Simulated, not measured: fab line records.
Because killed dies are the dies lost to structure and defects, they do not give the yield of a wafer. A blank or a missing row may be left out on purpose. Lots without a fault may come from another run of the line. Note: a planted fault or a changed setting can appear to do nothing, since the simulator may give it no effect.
The tool behind it: which one? -- flow gf180mcu -- 7 lots, 21 wafers sampled, at 4 steps of a route of 602

## WHAT THE GAUGES READ, wafer by wafer
GF_M3_THK_MEAS_06: measures by xrf.
lot,measured,on,M3_ALCU_THK (nm)
L513,day 20 23:02,film metro-04,447 451 444
L515,day 21 16:37,film metro-01,456 454 454
L517,day 22 19:54,film metro-02,491 486 495
L520,day 23 15:41,film metro-02,453 447 451
L529,day 27 01:13,film metro-02,450 451 446
L531,day 27 04:45,film metro-01,455 452 457
L533,day 27 22:22,film metro-04,454 450 452

## EACH LOT AND THE TOOL THAT RAN IT (in order: tool; ch and the chambers of the sampled wafers; start)
lot,GF_M2_SPUTTER_02,GF_V2_SPUTTER_21,GF_M3_SPUTTER_04
L513,"pvd sputter-04, day 18 19:18","pvd sputter-02, day 20 22:01","pvd sputter-01, day 20 22:53"
L515,"pvd sputter-01, day 19 13:27","pvd sputter-03, day 21 15:34","pvd sputter-04, day 21 16:27"
L517,"pvd sputter-01, day 20 16:27","pvd sputter-04, day 22 18:52","pvd sputter-01, day 22 19:44"
L520,"pvd sputter-01, day 21 13:52","pvd sputter-02, day 23 14:38","pvd sputter-01, day 23 15:30"
L529,"pvd sputter-01, day 25 04:25","pvd sputter-03, day 27 00:08","pvd sputter-01, day 27 01:02"
L531,"pvd sputter-04, day 25 07:25","pvd sputter-04, day 27 03:41","pvd sputter-01, day 27 04:35"
L533,"pvd sputter-01, day 26 03:04","pvd sputter-02, day 27 21:19","pvd sputter-01, day 27 22:11"
- GF_M2_SPUTTER_02: material AlCu, target thk 450 nm, time 23.9 s.
- GF_V2_SPUTTER_21: material Ti, target thk 15 nm, time 80.02 s.
- GF_M3_SPUTTER_04: material TiN, target thk 50 nm, time 41.7 s.

## THE ANSWER, worked out from the rows above alone
Rule: the usual values come from the lots themselves. Put in order of their means at a reading, lots are off if they are a third of the lots or fewer, leave a main group of 4 or more, and stand apart from it by a gap of 3 or more times the standard deviation of the main group's means; of several such gaps the widest counts. A main group is skipped when, at the precision printed for the reading in the tables above, its means are all equal. A lot without any number at a reading at which 4 lots or more have one is off too. Any other lot the step has rows for is counted as sound.
Off: L517, seen at GF_M3_THK_MEAS_06 (M3_ALCU_THK). The main group has a mean of 451 nm with a standard deviation of 2.7.
A tool fits if, at a process step before that reading, it ran every lot that is off, and no sound lot after the first of them. Gauges at GF_M3_THK_MEAS_06: tried the same way as those tools. Not one of the candidates tried fits.

## WHAT THE SIMULATOR HAD INSERTED
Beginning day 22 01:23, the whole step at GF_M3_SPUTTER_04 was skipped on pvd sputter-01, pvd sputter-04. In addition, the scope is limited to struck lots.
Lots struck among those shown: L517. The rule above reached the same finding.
